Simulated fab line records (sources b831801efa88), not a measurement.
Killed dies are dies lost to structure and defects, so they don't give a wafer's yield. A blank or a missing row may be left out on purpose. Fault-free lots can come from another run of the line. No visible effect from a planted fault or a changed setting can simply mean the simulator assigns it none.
The tool behind it: which one? / flow gf180mcu / 39 wafers from 13 lots sampled at 2 of the route's 602 steps

WHAT THE GAUGES SHOWED, per wafer
GF_NWELL_OVL_MEAS_07.
lot=L565; measured=day 3 20:31; on=overlay-02; NWELL_OVL (nm)=-1.2 -0.2 -1.3
lot=L566; measured=day 3 23:29; on=overlay-02; NWELL_OVL (nm)=0.8 0.5 -0.2
lot=L567; measured=day 4 03:47; on=overlay-02; NWELL_OVL (nm)=-0.8 1.4 2.3
lot=L568; measured=day 4 09:28; on=overlay-01; NWELL_OVL (nm)=-0.1 -1.0 -2.2
lot=L570; measured=day 4 21:34; on=overlay-01; NWELL_OVL (nm)=-1.9 -2.4 -1.7
lot=L571; measured=day 5 07:13; on=overlay-01; NWELL_OVL (nm)=-2.1 -0.3 -1.0
lot=L573; measured=day 5 19:44; on=overlay-01; NWELL_OVL (nm)=-1.6 -2.2 -2.3
lot=L574; measured=day 6 05:47; on=overlay-01; NWELL_OVL (nm)=-0.7 -1.4 -1.4
lot=L576; measured=day 6 18:04; on=overlay-01; NWELL_OVL (nm)=-2.3 -1.7 -0.7
lot=L577; measured=day 6 18:17; on=overlay-02; NWELL_OVL (nm)=-1.5 0.4 -1.1
lot=L578; measured=day 7 04:49; on=overlay-02; NWELL_OVL (nm)=0.6 0.7 -0.4
lot=L584; measured=day 8 08:41; on=overlay-01; NWELL_OVL (nm)=-3.4 -2.3 -2.0
lot=L586; measured=day 8 20:31; on=overlay-02; NWELL_OVL (nm)=-1.7 -3.5 -0.7

TOOL THAT RAN EACH LOT (tool first, then ch and the chambers of the sampled wafers, then the start)
lot=L565; GF_STI_WET_ETCH_27=wet-bench-01 ch 2, day 2 16:13
lot=L566; GF_STI_WET_ETCH_27=wet-bench-01 ch 2, day 2 19:16
lot=L567; GF_STI_WET_ETCH_27=wet-bench-01 ch 1, day 3 00:17
lot=L568; GF_STI_WET_ETCH_27=wet-bench-01 ch 2, day 3 05:19
lot=L570; GF_STI_WET_ETCH_27=wet-bench-02 ch 3, day 3 17:16
lot=L571; GF_STI_WET_ETCH_27=wet-bench-01 ch 3, day 3 22:29
lot=L573; GF_STI_WET_ETCH_27=wet-bench-02 ch 2, day 4 09:15
lot=L574; GF_STI_WET_ETCH_27=wet-bench-04 ch 2, day 4 17:39
lot=L576; GF_STI_WET_ETCH_27=wet-bench-01 ch 0, day 5 08:38
lot=L577; GF_STI_WET_ETCH_27=wet-bench-01 ch 3, day 5 08:38
lot=L578; GF_STI_WET_ETCH_27=wet-bench-01 ch 1, day 5 16:47
lot=L584; GF_STI_WET_ETCH_27=wet-bench-02 ch 0, day 6 22:13
lot=L586; GF_STI_WET_ETCH_27=wet-bench-04 ch 2, day 7 08:29
- GF_STI_WET_ETCH_27: etches Si3N4 in H3PO4, target depth 160 nm, time 1825 s.

AS READ BY THE TOOLS THEMSELVES (means over the sampled wafers that have a number; for cases with no such wafer, the mark the record gives instead)
GF_STI_WET_ETCH_27.
lot=L565; tool=wet-bench-01; run-length-s (s)=1852
lot=L566; tool=wet-bench-01; run-length-s (s)=1851
lot=L567; tool=wet-bench-01; run-length-s (s)=1851
lot=L568; tool=wet-bench-01; run-length-s (s)=1851
lot=L570; tool=wet-bench-02; run-length-s (s)=1858
lot=L571; tool=wet-bench-01; run-length-s (s)=1860
lot=L573; tool=wet-bench-02; run-length-s (s)=1851
lot=L574; tool=wet-bench-04; run-length-s (s)=1849
lot=L576; tool=wet-bench-01; run-length-s (s)=1850
lot=L577; tool=wet-bench-01; run-length-s (s)=1851
lot=L578; tool=wet-bench-01; run-length-s (s)=1859
lot=L584; tool=wet-bench-02; run-length-s (s)=2247
lot=L586; tool=wet-bench-04; run-length-s (s)=1849

THE ANSWER, worked out from the rows above alone
Rule: the lots themselves supply what counts as usual. Put in order of their means at a reading, lots are off if they are a third of the lots or fewer, leave a main group of 4 or more, and stand apart from it by a gap of 3 or more times the standard deviation of the main group's means; of several such gaps the widest counts. Not used: any main group whose means are identical at the precision the tables above print for the reading. A lot without any number at a reading at which 4 lots or more have one is off too. Any other lot the step has rows for is counted as sound. First the gauges in route order, then the tools' own readings, where a lot's mean is used as printed above. The first step at which some lot is off is used, and at that step the reading that is off furthest; a lot without a number counts as furthest.
Off: L584 (GF_STI_WET_ETCH_27, run-length-s). For the main group the mean is 1853 s and the standard deviation 3.8.
A tool fits if, at that step or a process step before it, it ran every lot that is off, and no sound lot after the first of them. One fits: wet-bench-02 at GF_STI_WET_ETCH_27. Its last sound lot is L573 (day 4 09:15), its first lot that is off L584 (day 6 22:13): a fault that began between those two fits.
On the lots that are off, the tool's own readings at GF_STI_WET_ETCH_27 differ by more than 5 times the standard deviation of the sound lots' means, which bears it out; run-length-s reads 2247 s there versus 1853 s on the sound lots.

WHAT HAD BEEN PUT IN BY THE SIMULATOR
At GF_STI_WET_ETCH_27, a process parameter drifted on wet-bench-02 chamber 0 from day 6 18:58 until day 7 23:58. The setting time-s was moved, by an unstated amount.
Lots struck among those shown: L584. This agrees with what the rule above found.
